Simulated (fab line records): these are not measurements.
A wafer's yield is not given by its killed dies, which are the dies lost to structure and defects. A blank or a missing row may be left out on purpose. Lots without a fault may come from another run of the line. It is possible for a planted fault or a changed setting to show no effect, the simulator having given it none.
Which of the tools did it?	flow gf180mcu	route of 602 steps, sampled at 1 step: 13 lots, 39 wafers

WHAT EACH GAUGE READ, for each wafer
GF_V2_CD_MEAS_14 targets a cd of 260 nm.
lot	measured	on	cd_nm (nm)
L982	day 20 10:39	cd_sem-02	260.6 260.8 260.1
L984	day 21 03:54	cd_sem-01	259.7 260.8 260.3
L985	day 21 14:31	cd_sem-02	260.6 260.2 260.6
L994	day 25 02:03	cd_sem-02	259.9 259.4 260.1
L996	day 25 18:56	cd_sem-02	260.5 260.4 260.2
L997	day 25 21:09	cd_sem-01	262.2 261.4 261.0
L998	day 26 01:15	cd_sem-02	259.5 261.3 259.7
L999	day 26 08:13	cd_sem-01	258.8 259.7 259.5
L100	day 26 11:38	cd_sem-02	260.3 260.3 259.5
L101	day 26 19:10	cd_sem-01	258.9 259.5 259.6
L102	day 27 01:51	cd_sem-01	259.8 259.7 258.5
L103	day 27 13:24	cd_sem-01	259.8 259.4 260.2
L104	day 28 02:14	cd_sem-02	261.9 263.4 260.6

TOOL THAT RAN EACH LOT (tool first, then ch and the chambers of the sampled wafers, then the start)
There is no process step in the record ahead of these readings.

WHAT THE TOOLS THEMSELVES READ (means of the sampled wafers that have a number; where no wafer has one, the mark that the record gives instead)
The record holds no such reading with a usual standard deviation.

THE ANSWER, worked out from the rows above alone
Rule: the usual values come from the lots themselves. Put in order of their means at a reading, lots are off if they are a third of the lots or fewer, leave a main group of 4 or more, and stand apart from it by a gap of 3 or more times the standard deviation of the main group's means; of several such gaps the widest counts. The tables above print the reading to a certain number of digits; a main group whose means all agree to those digits is not used. Also off: a lot with no number at a reading for which 4 or more lots have one. The other lots that the step has rows for count as sound. First the gauges in route order, then the tools' own readings, where a lot's mean is used as printed above. At the first step where some lot is off, the reading lying furthest off is the one used; lots without a number count as furthest.
None of the lots is off at any reading shown; this tells nothing.

WHAT THE SIMULATOR HAD INSERTED
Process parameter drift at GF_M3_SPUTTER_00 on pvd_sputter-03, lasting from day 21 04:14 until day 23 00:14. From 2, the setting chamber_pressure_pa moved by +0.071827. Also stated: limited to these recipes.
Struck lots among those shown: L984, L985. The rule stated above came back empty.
